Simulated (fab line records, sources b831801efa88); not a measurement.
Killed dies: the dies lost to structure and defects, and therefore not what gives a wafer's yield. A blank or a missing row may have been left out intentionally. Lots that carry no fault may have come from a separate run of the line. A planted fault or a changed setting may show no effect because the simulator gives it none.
fab line records	flow sky130
record lots=10	wafers=30	last_day=51
route steps=708 shown VIA1@479 METAL3@532 CAP2M@605 METAL4@633 PAD_OPEN@708
lots that met no fault: from a run of the same line without faults
start_h: hours from the record's first day to the start of the lot's first wafer shown	wait_h: hours since the lot's step before	" as in the row above	L1.1+2: a single row standing in for several wafers	- no value, or no start given	* or withheld: withheld	< > ~ a bound
route shown NAME@n: names a module that has steps shown in the file, with the first one's number in the route	usual: mean/standard deviation taken from wafers without a fault	same: alike in all rows	chamber/n: place in a boat	sites: readings site by site	_std_site: standard deviation across them	_edge_site: the outer-site mean with the inner-site mean subtracted	radius_mm: for every site, how far away it sits from the centre of the wafer	mask NAME#n: copy n	behind: tool/chamber where the wafer was last shaped	hold: cause of the lot's hold/its duration in hours/its outcome	device: which transistor (n, p or np) failed to switch	end of line: tests of these same wafers at the route's end	a step given without rows: its recipe and nothing more	killed: not the wafer's yield, but the dies lost to structure and defects at the first sort	map: a wafer's dies, marking killed ones x, the rest . and places with no die _
set.NAME: the setting as run; set.NAME@STEP: as run at that earlier step	model.NAME: the simulator's own value behind a step, which no gauge read
one table for each step of the route and one row for each wafer, over a sample of lots
services: a tool's chamber out of use, with start hour (start_h, from the record's first day; less than 0 if before it), hours out, and reason
## steps
# step SKY_VIA1_CVD_21
# recipe material=W	target_thk_nm=270	time_s=80.902	temp_c=400	pressure_torr=40
# usual heater_power_w=911/82
lot.wafer	tool	chamber	start_h	wait_h	heater_power_w
L791.1	cvd_w-02	0	778.07	0.0	880
L791.3	"	0	"	"	893
L791.4	"	1	"	"	751
L796.1	cvd_w-01	1	829.57	0.0	954
L796.3	"	1	"	"	944
L796.5	"	1	"	"	951
L797.1	cvd_w-02	1	831.55	0.0	761
L797.2	"	0	"	"	887
L797.6	"	0	"	"	886
L799.2	cvd_w-01	0	844.87	0.0	1019
L799.5	"	1	"	"	943
L799.6	"	0	"	"	1004
L800.2	cvd_w-01	0	856.46	0.0	992
L800.4	"	1	"	"	947
L800.6	"	0	"	"	995
L801.2	cvd_w-01	0	862.72	0.0	992
L801.4	"	0	"	"	1026
L801.6	"	0	"	"	1006
L808.2	cvd_w-01	1	931.37	0.0	879
L808.3	"	0	"	"	917
L808.4	"	1	"	"	868
L809.3	cvd_w-02	0	939.08	0.1	876
L809.5	"	1	"	"	749
L809.6	"	0	"	"	902
L810.3	cvd_w-01	1	943.54	0.1	896
L810.4	"	0	"	"	933
L810.5	"	1	"	"	889
L814.1	cvd_w-02	0	996.22	0.0	884
L814.2	"	1	"	"	748
L814.4	"	1	"	"	775
# step SKY_METAL3_SPUTTER_00
# recipe material=Ti	target_thk_nm=15	power_w=3000	time_s=10	chamber_pressure_pa=0.4
# usual throttle_valve_pct=30.0/1.1
lot.wafer	tool	chamber	start_h	wait_h	throttle_valve_pct
L791.1	pvd_sputter-01	-	835.04	0.2	30.4
L791.3	"	-	"	"	27.9
L791.4	"	-	"	"	31.2
L796.1	pvd_sputter-01	-	885.66	0.2	32.0
L796.3	"	-	"	"	27.7
L796.5	"	-	"	"	31.4
L797.1	pvd_sputter-02	-	886.85	0.2	29.5
L797.2	"	-	"	"	28.9
L797.6	"	-	"	"	29.6
L799.2	pvd_sputter-04	-	900.93	0.1	30.6
L799.5	"	-	"	"	30.5
L799.6	"	-	"	"	29.5
L800.2	pvd_sputter-02	-	911.65	0.2	29.3
L800.4	"	-	"	"	30.6
L800.6	"	-	"	"	29.8
L801.2	pvd_sputter-02	-	917.73	0.1	29.7
L801.4	"	-	"	"	28.7
L801.6	"	-	"	"	30.2
L808.2	pvd_sputter-02	-	984.17	0.2	30.5
L808.3	"	-	"	"	28.9
L808.4	"	-	"	"	30.2
L809.3	pvd_sputter-04	-	991.92	0.1	28.9
L809.5	"	-	"	"	29.2
L809.6	"	-	"	"	29.5
L810.3	pvd_sputter-04	-	996.27	0.1	30.3
L810.4	"	-	"	"	29.6
L810.5	"	-	"	"	30.1
L814.1	pvd_sputter-02	-	1044.52	0.2	30.4
L814.2	"	-	"	"	28.8
L814.4	"	-	"	"	30.4
# step SKY_CAP2M_SPUTTER_02
# recipe material=TiN	target_thk_nm=200	temp_c=300	power_w=6500	time_s=166.7	chamber_pressure_pa=0.4
# usual throttle_valve_pct=30.0/1.1
lot.wafer	tool	chamber	start_h	wait_h	throttle_valve_pct
L791.1	pvd_sputter-02	-	916.91	0.1	30.6
L791.3	"	-	"	"	29.7
L791.4	"	-	"	"	30.1
L796.1	pvd_sputter-02	-	965.03	0.1	29.8
L796.3	"	-	"	"	30.8
L796.5	"	-	"	"	28.9
L797.1	pvd_sputter-01	-	965.85	0.1	30.4
L797.2	"	-	"	"	30.9
L797.6	"	-	"	"	30.1
L799.2	pvd_sputter-02	-	979.83	0.0	30.3
L799.5	"	-	"	"	29.7
L799.6	"	-	"	"	28.9
L800.2	pvd_sputter-02	-	990.32	0.0	30.6
L800.4	"	-	"	"	29.6
L800.6	"	-	"	"	28.7
L801.2	pvd_sputter-01	-	994.98	0.0	30.5
L801.4	"	-	"	"	28.1
L801.6	"	-	"	"	30.5
L808.2	pvd_sputter-01	-	1057.80	0.0	31.9
L808.3	"	-	"	"	30.4
L808.4	"	-	"	"	31.2
L809.3	pvd_sputter-02	-	1063.00	0.0	29.7
L809.5	"	-	"	"	30.5
L809.6	"	-	"	"	29.3
L810.3	pvd_sputter-01	-	1066.97	0.0	27.8
L810.4	"	-	"	"	30.3
L810.5	"	-	"	"	31.5
L814.1	pvd_sputter-01	-	1111.21	0.1	30.4
L814.2	"	-	"	"	31.2
L814.4	"	-	"	"	32.0
# step SKY_CAP2M_RS_MEAS_03
# recipe thk_meas_gauge=four-point-probe	reads=TiN_of_CAP2M_SPUTTER_02
# usual CAP2M_TIN_RS=6.89/0.073
lot.wafer	tool	chamber	start_h	wait_h	hold	CAP2M_TIN_RS[ohm/sq]
L791.1	film_metro-01	-	917.01	0.1	-	6.81
L791.3	"	-	"	"	-	6.85
L791.4	"	-	"	"	-	6.87
L796.1	film_metro-02	-	965.14	0.1	-	6.77
L796.3	"	-	"	"	-	6.75
L796.5	"	-	"	"	-	6.83
L797.1	film_metro-01	-	965.96	0.1	-	6.83
L797.2	"	-	"	"	-	6.87
L797.6	"	-	"	"	-	6.80
L799.2	film_metro-01	-	979.96	0.1	await_dispo/0.2h/release	6.84
L799.5	"	-	"	"	await_dispo/0.2h/release	5.10
L799.6	"	-	"	"	await_dispo/0.2h/release	6.93
L799.2	film_metro-01	-	980.24	0.3	-	6.85
L799.5	"	-	"	"	-	5.10
L799.6	"	-	"	"	-	6.92
L800.2	film_metro-04	-	990.45	0.1	await_dispo/0.2h/release	6.85
L800.4	"	-	"	"	await_dispo/0.2h/release	5.13
L800.6	"	-	"	"	await_dispo/0.2h/release	6.88
L800.2	film_metro-04	-	990.73	0.3	-	6.86
L800.4	"	-	"	"	-	5.13
L800.6	"	-	"	"	-	6.87
L801.2	film_metro-01	-	995.11	0.1	-	6.81
L801.4	"	-	"	"	-	6.83
L801.6	"	-	"	"	-	6.85
L808.2	film_metro-02	-	1057.93	0.1	-	6.94
L808.3	"	-	"	"	-	6.89
L808.4	"	-	"	"	-	6.96
L809.3	film_metro-02	-	1063.15	0.1	-	6.91
L809.5	"	-	"	"	-	6.89
L809.6	"	-	"	"	-	6.90
L810.3	film_metro-01	-	1067.12	0.1	-	6.83
L810.4	"	-	"	"	-	6.81
L810.5	"	-	"	"	-	6.87
L814.1	film_metro-02	-	1111.32	0.1	-	6.77
L814.2	"	-	"	"	-	6.89
L814.4	"	-	"	"	-	6.96
# step SKY_CAP2M_THK_MEAS_04
# recipe thk_meas_gauge=xrf	reads=TiN_of_CAP2M_SPUTTER_02
# usual CAP2M_TIN_THK=197.8/2.1
lot.wafer	tool	chamber	start_h	wait_h	hold	CAP2M_TIN_THK[nm]
L791.1	film_metro-01	-	917.13	0.1	-	200.2
L791.3	"	-	"	"	-	199.7
L791.4	"	-	"	"	-	198.5
L796.1	film_metro-02	-	965.26	0.1	-	200.4
L796.3	"	-	"	"	-	200.8
L796.5	"	-	"	"	-	198.7
L797.1	film_metro-01	-	966.08	0.1	-	198.9
L797.2	"	-	"	"	-	198.2
L797.6	"	-	"	"	-	199.7
L799.2	film_metro-01	-	986.39	6.1	await_dispo/0.2h/release	199.4
L799.5	"	-	"	"	await_dispo/0.2h/release	266.5
L799.6	"	-	"	"	await_dispo/0.2h/release	197.3
L799.2	film_metro-01	-	986.61	0.2	-	198.5
L799.5	"	-	"	"	-	266.2
L799.6	"	-	"	"	-	197.5
L800.2	film_metro-04	-	992.10	1.3	await_dispo/0.2h/release	200.3
L800.4	"	-	"	"	await_dispo/0.2h/release	265.6
L800.6	"	-	"	"	await_dispo/0.2h/release	199.2
L800.2	film_metro-04	-	992.40	0.3	-	199.5
L800.4	"	-	"	"	-	266.8
L800.6	"	-	"	"	-	199.2
L801.2	film_metro-01	-	995.22	0.1	-	200.5
L801.4	"	-	"	"	-	199.9
L801.6	"	-	"	"	-	199.4
L808.2	film_metro-02	-	1058.04	0.1	-	195.9
L808.3	"	-	"	"	-	198.0
L808.4	"	-	"	"	-	195.2
L809.3	film_metro-02	-	1063.25	0.1	-	198.7
L809.5	"	-	"	"	-	198.8
L809.6	"	-	"	"	-	198.0
L810.3	film_metro-01	-	1067.22	0.1	-	200.6
L810.4	"	-	"	"	-	200.5
L810.5	"	-	"	"	-	199.3
L814.1	film_metro-02	-	1111.44	0.1	-	199.3
L814.2	"	-	"	"	-	197.7
L814.4	"	-	"	"	-	195.1
# step SKY_CAP2M_METAL_ETCH_13
# recipe target_depth_nm=220	stop_on=SiO2	chemistry=Cl2/BCl3	target=TiN	pressure_mtorr=10	icp_w=900	bias_w=48.5	Cl2_flow_sccm=60	bcl3_flow_sccm=30	time_s=62.9
# usual drypump_motor_current_A=5.6/0.31	oes_product_au=0.943/0.0073	throttle_valve_pct=21.900/0.0089
lot.wafer	tool	chamber	start_h	wait_h	drypump_motor_current_A	oes_product_au	rf_hours_counter_h	throttle_valve_pct
L791.1	rie_metal-04	0	940.68	0.0	5.6	0.949	9	21.908
L791.3	"	0	"	"	5.6	0.944	-	21.885
L791.4	"	1	"	"	5.9	0.937	-	21.912
L796.1	rie_metal-04	1	989.53	0.0	5.9	0.952	18	21.893
L796.3	"	0	"	"	5.5	0.959	-	21.886
L796.5	"	1	"	"	5.9	0.951	-	21.901
L797.1	rie_metal-04	1	989.85	0.0	5.9	0.951	18	21.889
L797.2	"	0	"	"	5.5	0.940	11	21.911
L797.6	"	1	"	"	5.9	0.950	-	21.899
L799.2	rie_metal-03	1	1003.18	0.0	5.5	0.939	6	21.892
L799.5	"	1	"	"	5.5	1.015	-	21.857
L799.6	"	0	"	"	5.1	0.940	-	21.891
L800.2	rie_metal-04	1	1013.35	0.0	5.9	0.953	19	21.899
L800.4	"	1	"	"	5.9	1.029	-	21.858
L800.6	"	1	"	"	5.9	0.946	-	21.903
L801.2	rie_metal-01	1	1018.20	0.0	5.2	0.948	19	21.892
L801.4	"	1	"	"	5.2	0.950	-	21.888
L801.6	"	1	"	"	5.3	0.953	-	21.903
L808.2	rie_metal-04	0	1078.38	0.0	5.6	0.937	16	21.888
L808.3	"	1	"	"	6.0	0.947	-	21.904
L808.4	"	0	"	"	5.5	0.941	-	21.902
L809.3	rie_metal-01	0	1083.51	0.0	6.0	0.940	-	21.906
L809.5	"	0	"	"	6.0	0.940	-	21.897
L809.6	"	1	"	"	5.2	0.943	-	21.907
L810.3	rie_metal-04	0	1087.36	0.0	5.6	0.949	-	21.890
L810.4	"	1	"	"	5.9	0.953	-	21.887
L810.5	"	0	"	"	5.6	0.941	-	21.912
L814.1	rie_metal-03	0	1130.66	0.0	5.1	0.959	19	21.906
L814.2	"	1	"	"	5.5	0.954	14	21.894
L814.4	"	1	"	"	5.5	0.935	-	21.908
# step SKY_METAL4_ETCH_17
# recipe target=SiO2	stop_on=TiN	chemistry=C4F8/O2/Ar	source_w=1500	bias_w=1200	pressure_mtorr=40	c4f8_flow_sccm=withheld	O2_flow_sccm=6	Ar_flow_sccm=300	time_s=3.9	target_depth_a=150
# usual oes_product_au=0.754/0.0066
lot.wafer	tool	chamber	start_h	wait_h	oes_product_au	rf_hours_counter_h
L791.1	rie_diel-02	1	966.58	0.1	0.746	6
L791.3	"	0	"	"	0.751	11
L791.4	"	3	"	"	0.754	-
L796.1	rie_diel-04	1	1013.31	0.1	0.747	25
L796.3	"	3	"	"	0.754	13
L796.5	"	0	"	"	0.753	-
L797.1	rie_diel-03	1	1013.83	0.1	0.749	25
L797.2	"	2	"	"	0.756	8
L797.6	"	2	"	"	0.758	-
L799.2	rie_diel-03	0	1026.13	0.1	0.742	12
L799.5	"	0	"	"	0.756	-
L799.6	"	2	"	"	0.751	-
L800.2	rie_diel-02	2	1036.11	0.1	0.747	2
L800.4	"	3	"	"	0.759	12
L800.6	"	2	"	"	0.764	-
L801.2	rie_diel-02	0	1041.93	0.1	0.748	13
L801.4	"	2	"	"	0.757	2
L801.6	"	3	"	"	0.755	-
L808.2	rie_diel-04	0	1099.54	0.1	0.748	17
L808.3	"	3	"	"	0.753	16
L808.4	"	2	"	"	0.759	19
L809.3	rie_diel-02	0	1104.47	0.0	0.754	15
L809.5	"	3	"	"	0.754	-
L809.6	"	0	"	"	0.765	-
L810.3	rie_diel-04	0	1107.91	0.0	0.759	17
L810.4	"	1	"	"	0.764	28
L810.5	"	2	"	"	0.761	-
L814.1	rie_diel-04	1	1149.61	0.1	0.756	29
L814.2	"	0	"	"	0.744	19
L814.4	"	3	"	"	0.750	18
# step SKY_PAD_OPEN_PROBE_99
# usual defect_limited_yield=82.3/2.1	killed_at_M0_to_M3=44/7.2	killed_at_M4_up=3.1/1.7	killed_at_contacts=24/5.2	killed_at_front_end=15/4.1	killed_at_other=0.3/0.61	killed_dies=87/10	killed_open=48/7.5	killed_short=39/6.6
# same gross_dies=492	killed_at_back_side=0
lot.wafer	tool	chamber	start_h	wait_h	defect_limited_yield[%]	killed_at_M0_to_M3	killed_at_M4_up	killed_at_contacts	killed_at_front_end	killed_at_other	killed_dies	killed_open	killed_short
L791.1	prober-01	-	1063.96	0.1	81.5	50	1	27	13	0	91	44	47
L791.3	prober-01	-	1064.06	0.2	79.3	54	6	28	14	0	102	65	36
L791.4	prober-01	-	1064.11	0.2	80.9	52	3	24	13	2	94	45	49
L796.1	prober-02	-	1104.98	0.1	83.1	41	4	26	12	0	83	53	29
L796.3	prober-02	-	1105.08	0.2	81.5	51	2	23	15	0	91	40	51
L796.5	prober-02	-	1105.18	0.2	83.7	36	4	24	15	1	80	46	34
L799.2	prober-01	-	1115.94	0.1	83.3	39	4	20	19	0	82	49	33
L799.5	prober-01	-	1116.09	0.2	81.1	50	2	23	18	0	93	50	43
L799.6	prober-01	-	1116.14	0.2	83.5	50	1	18	12	0	81	45	36
L808.2	prober-02	-	1179.17	0.1	85.0	38	4	17	15	0	74	41	33
L808.3	prober-02	-	1179.22	0.2	82.7	36	4	31	14	0	85	42	43
L808.4	prober-02	-	1179.27	0.2	83.5	42	4	24	11	0	81	48	33
L809.3	prober-01	-	1182.80	0.2	82.3	57	5	15	10	0	87	50	36
L809.5	prober-01	-	1182.90	0.2	81.1	44	5	27	17	0	93	52	40
L809.6	prober-01	-	1182.95	0.2	81.7	46	8	24	12	0	90	43	45
L810.3	prober-02	-	1186.74	0.2	81.9	38	3	27	19	2	89	45	42
L810.4	prober-02	-	1186.79	0.2	85.8	41	1	14	13	1	70	39	31
L810.5	prober-02	-	1186.84	0.2	81.9	53	3	23	10	0	89	48	41
# killed by level:class
L791.1 METAL2:geometric_particle:short=12 CONTACT:geometric_particle:open=11 METAL1:geometric_particle:short=8 VIA2:geometric_particle:open=8 VIA1:geometric_particle:open=7 LI_CONTACT:geometric_particle:open=5 LOCAL_INTERCONNECT:geometric_particle:short=5 CONTACT:geometric_particle:short=5
L791.3 VIA1:geometric_particle:open=15 VIA2:geometric_particle:open=13 CONTACT:geometric_particle:open=12 VIA3:geometric_particle:open=7 FIELD_ISO:geometric_particle:short=6 LI_CONTACT:geometric_particle:open=5 METAL2:geometric_particle:short=5 POLY_GATE:geometric_particle:short=4
L791.4 CONTACT:geometric_particle:open=12 VIA1:geometric_particle:open=10 METAL2:geometric_particle:short=9 METAL1:geometric_particle:short=8 VIA2:geometric_particle:short=8 VIA3:geometric_particle:open=6 CONTACT:geometric_particle:short=5 FIELD_ISO:geometric_particle:open=4
L796.1 CONTACT:geometric_particle:open=12 METAL2:geometric_particle:short=12 VIA1:geometric_particle:open=10 LI_CONTACT:geometric_particle:open=8 VIA2:geometric_particle:open=6 VIA3:geometric_particle:open=6 FIELD_ISO:geometric_particle:open=5 CONTACT:geometric_particle:short=3
L796.3 VIA1:geometric_particle:open=12 CONTACT:geometric_particle:short=8 METAL1:geometric_particle:short=8 VIA3:geometric_particle:open=8 VIA2:geometric_particle:open=7 LOCAL_INTERCONNECT:geometric_particle:short=6 POLY_GATE:geometric_particle:short=5 CONTACT:geometric_particle:open=5
L796.5 CONTACT:geometric_particle:open=11 METAL2:geometric_particle:short=10 VIA1:geometric_particle:open=8 FIELD_ISO:geometric_particle:open=5 LI_CONTACT:geometric_particle:open=5 VIA2:geometric_particle:open=4 CONTACT:geometric_particle:short=4 FIELD_ISO:geometric_particle:short=3
L799.2 VIA2:geometric_particle:open=10 VIA1:geometric_particle:open=8 CONTACT:geometric_particle:open=7 FIELD_ISO:geometric_particle:short=6 LI_CONTACT:geometric_particle:open=6 VIA3:geometric_particle:open=6 METAL2:geometric_particle:short=4 FIELD_ISO:geometric_particle:open=3
L799.5 VIA1:geometric_particle:open=14 CONTACT:geometric_particle:open=11 CONTACT:geometric_particle:short=7 VIA3:geometric_particle:open=7 METAL3:geometric_particle:short=7 FIELD_ISO:geometric_particle:open=6 FIELD_ISO:geometric_particle:short=5 POLY_GATE:geometric_particle:short=5
L799.6 VIA1:geometric_particle:open=13 CONTACT:geometric_particle:open=9 METAL3:geometric_particle:short=7 VIA3:geometric_particle:short=6 VIA2:geometric_particle:open=6 LI_CONTACT:geometric_particle:open=4 METAL1:geometric_particle:short=4 VIA3:geometric_particle:open=4
L808.2 VIA1:geometric_particle:open=8 VIA2:geometric_particle:open=8 LI_CONTACT:geometric_particle:open=7 VIA3:geometric_particle:open=6 LI_CONTACT:geometric_particle:short=5 POLY_GATE:geometric_particle:short=4 FIELD_ISO:geometric_particle:short=3 POLY_GATE:geometric_particle:open=3
L808.3 CONTACT:geometric_particle:open=11 VIA1:geometric_particle:open=9 METAL1:geometric_particle:short=8 LI_CONTACT:geometric_particle:open=6 LI_CONTACT:geometric_particle:short=5 LOCAL_INTERCONNECT:geometric_particle:short=5 METAL2:geometric_particle:short=5 METAL4:geometric_particle:short=4
L808.4 CONTACT:geometric_particle:open=12 VIA2:geometric_particle:open=7 VIA1:geometric_particle:open=7 FIELD_ISO:geometric_particle:short=5 METAL3:geometric_particle:short=5 VIA3:geometric_particle:open=5 METAL2:geometric_particle:open=5 METAL2:geometric_particle:short=5
L809.3 VIA1:geometric_particle:open=12 METAL2:geometric_particle:short=9 METAL1:geometric_particle:short=8 VIA3:geometric_particle:open=7 CONTACT:geometric_particle:open=5 METAL2:geometric_particle:open=5 LI_CONTACT:geometric_particle:open=4 VIA1:geometric_particle:short=4
L809.5 CONTACT:geometric_particle:open=11 VIA1:geometric_particle:open=10 METAL2:geometric_particle:short=8 VIA3:geometric_particle:open=8 VIA2:geometric_particle:open=7 LI_CONTACT:geometric_particle:open=6 LI_CONTACT:geometric_particle:short=5 METAL4:geometric_particle:short=5
L809.6 CONTACT:geometric_particle:open=10 METAL2:geometric_particle:short=8 VIA1:geometric_particle:open=7 VIA2:geometric_particle:open=6 METAL3:geometric_particle:short=5 VIA3:geometric_particle:open=5 CONTACT:geometric_particle:short=4 METAL1:geometric_particle:short=4
L810.3 CONTACT:geometric_particle:open=9 LI_CONTACT:geometric_particle:open=8 VIA1:geometric_particle:open=7 VIA3:geometric_particle:open=7 VIA1:geometric_particle:short=7 FIELD_ISO:geometric_particle:short=6 FIELD_ISO:geometric_particle:open=5 LI_CONTACT:geometric_particle:short=5
L810.4 VIA1:geometric_particle:open=10 METAL2:geometric_particle:short=6 FIELD_ISO:geometric_particle:open=5 METAL1:geometric_particle:short=5 VIA3:geometric_particle:open=5 VIA2:geometric_particle:short=4 CONTACT:geometric_particle:open=4 VIA2:geometric_particle:open=4
L810.5 CONTACT:geometric_particle:open=11 VIA1:geometric_particle:open=11 VIA1:geometric_particle:short=10 VIA2:geometric_particle:open=9 VIA2:geometric_particle:short=6 METAL2:geometric_particle:short=5 LI_CONTACT:geometric_particle:open=5 CONTACT:geometric_particle:short=5
## services
tool	chamber	start_h	hours	kind
rie_diel-02	-	757.52	1.9	repair
cvd_w-01	1	824.63	4.0	repair
cvd_w-02	-	839.34	14.6	pm
rie_diel-02	0	872.48	1.3	repair
cvd_w-02	-	878.19	2.8	pm
rie_diel-02	1	881.13	3.4	repair
rie_metal-04	-	884.22	2.8	pm
rie_diel-02	2	902.98	2.7	repair
cvd_w-01	-	904.09	14.0	pm
rie_diel-02	2	908.44	32.3	repair
rie_diel-04	2	918.50	6.0	repair
rie_diel-02	1	922.87	1.2	repair
cvd_w-02	1	926.04	11.0	repair
rie_diel-02	3	943.60	7.1	repair
pvd_sputter-02	-	967.56	8.9	repair
cvd_w-02	-	1020.78	0.6	repair
cvd_w-01	-	1024.04	6.9	pm
rie_diel-04	1	1037.13	7.0	repair
cvd_w-02	0	1051.56	8.4	repair
cvd_w-02	1	1066.61	14.0	repair
pvd_sputter-01	-	1088.18	4.3	repair
pvd_sputter-01	-	1119.64	1.0	repair
pvd_sputter-02	-	1133.81	5.9	repair
pvd_sputter-01	-	1145.43	5.0	repair
## key
first_sign step=SKY_CAP2M_RS_MEAS_03	reading=visit	direction=added
effect step=SKY_CAP2M_RS_MEAS_03	reading=CAP2M_TIN_RS	direction=down	sigmas=24	usual=6.89	struck=5.11
effect step=SKY_CAP2M_THK_MEAS_04	reading=visit	direction=added
effect step=SKY_CAP2M_THK_MEAS_04	reading=CAP2M_TIN_THK	direction=up	sigmas=32	usual=197.8	struck=266.0
effect step=SKY_CAP2M_METAL_ETCH_13	reading=oes_product_au	direction=up	sigmas=11	usual=0.943	struck=1.022
met_at SKY_CAP2M_SPUTTER_02
struck_lots L799,L800
struck_wafers L799.5,L800.4
not_acting_at SKY_VIA1_CVD_21,SKY_METAL3_SPUTTER_00,SKY_METAL4_ETCH_17
onset_between 965.03 979.83
fault kind=process_parameter_drift	tool=pvd_sputter-02	chamber=-	onset_h=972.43	steps=SKY_CAP2M_SPUTTER_02	channel=target_thk_nm	offset=68.773	shape=step	end_h=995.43	acts_in=these_recipes_only	stated=200	scope=struck_wafers_only
